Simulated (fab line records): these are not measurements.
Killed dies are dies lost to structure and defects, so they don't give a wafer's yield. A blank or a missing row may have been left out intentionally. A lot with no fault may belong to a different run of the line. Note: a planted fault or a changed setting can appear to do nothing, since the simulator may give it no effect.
Comparing a struck lot with a sound one ; flow sky130 ; 22 out of 708 route steps
Sound: the wafers L544.2, L544.5, L544.6. Struck: wafers L554.3, L554.4, L554.6. The cause is named last.
Each step with rows lists, per side, the tool, then ch with its chambers, then its first start. Under that, the readings that differ: sound wafers ; struck wafers ; difference of the means ; sigmas: that difference in standard deviations of wafers without a fault.
alike: readings with means less than 2 such deviations apart, plus words and numbers identical on both sides. not compared: withheld readings, readings lacking a value on some wafer, bounds such as >300 that could conceal the same value, and numbers that have no deviation in the record and whose values overlap.
Wherever a step has rows on one side only, a row that says differs or no value, or a row with sigmas, the two part there. Non-overlapping numbers with no deviation appear without sigmas and do not part them. Lack of a reading on every wafer of one side parts them only where that side has two or more wafers.

first, 4 steps without rows for these wafers: SKY_NWELL_SOFTBAKE_06; SKY_NWELL_EXPOSE_07 (exposes mask NWM, target cd 840 nm); SKY_NWELL_PEB_08; SKY_NWELL_DEVELOP_09 (develop time 60 s).
SKY_NWELL_OVL_MEAS_10:
  sound on overlay-02 at day 6 06:44; struck on overlay-02 at day 8 14:02
  alike: NWELL_00_OVL
then, 3 steps without rows for these wafers: SKY_NWELL_IMPLANT_11; SKY_NWELL_IMPLANT_12; SKY_NWELL_IMPLANT_13.
SKY_NWELL_STRIP_14: strips in O2/N2.
  sound on plasma-asher-04 ch 0,1, day 6 07:13; struck on plasma-asher-01 ch 0,1, day 8 14:32
reading;sound;struck;difference;sigmas
drypump-motor-current-A (A);6.1 6.1 6.1;5.2 5.2 5.2;-0.9;-2
  alike: oes-product-au, strip-time-to-endpoint-s
  not compared: rf-hours-counter-h
SKY_NWELL_TW_MEAS_15:
  sound on film-metro-02 at day 6 07:19; struck on film-metro-03 at day 8 14:38
  alike: NWELL_TW
then, 2 steps without rows for these wafers: SKY_NWELL_DEHYDRATE_16 (time 60 s); SKY_NWELL_HMDS_17 (prime time 60 s).
SKY_NWELL_COAT_18: resist thk 3000 nm.
  sound on litho-track-01 ch 0, day 6 16:36; struck on litho-track-01 ch 0, day 9 00:43
reading;sound;struck;difference;sigmas
model.coat_of_NWELL_COAT_18.thk-nm (nm);3003 3012 3020;2881 2879 2886;-130;
then, 3 steps without rows for these wafers: SKY_NWELL_SOFTBAKE_19; SKY_NWELL_EXPOSE_20 (exposes mask NWM COMPLEMENT, target cd 840 nm); SKY_NWELL_PEB_21.
SKY_NWELL_DEVELOP_22: develop time 60 s.
  sound on litho-track-04 ch 0; struck on litho-track-02 ch 0
reading;sound;struck;difference;sigmas
model.coat_of_NWELL_COAT_18.thk-nm (nm);2999 3008 3016;2877 2875 2882;-130;
SKY_NWELL_OVL_MEAS_23:
  sound on overlay-01 at day 7 00:56; struck on overlay-02 at day 9 12:17
  alike: NWELL_01_OVL
after that, 1 step had no rows for these wafers: SKY_NWELL_IMPLANT_24.
SKY_NWELL_STRIP_25: strips in O2/N2.
  sound on plasma-asher-02 ch 0,1, day 7 01:07; struck on plasma-asher-02 ch 0,1, day 9 12:29
reading;sound;struck;difference;sigmas
strip-time-to-endpoint-s (s);36.96 37.03 37.16;35.55 35.53 35.63;-1.48;-11
  alike: drypump-motor-current-A, oes-product-au
  not compared: rf-hours-counter-h
SKY_NWELL_TW_MEAS_26:
  sound on film-metro-03 at day 7 01:14; struck on film-metro-04 at day 9 12:35
  alike: NWELL_2_TW
SKY_PAD_OPEN_PROBE_99:
  sound wafers here have rows in the record (prober-02, day 47 20:57); struck ones have none

WHERE THEY PART
Last at SKY_PAD_OPEN_PROBE_99 as far as this record goes, first at SKY_NWELL_STRIP_14.

WHY: the cause the simulator had injected
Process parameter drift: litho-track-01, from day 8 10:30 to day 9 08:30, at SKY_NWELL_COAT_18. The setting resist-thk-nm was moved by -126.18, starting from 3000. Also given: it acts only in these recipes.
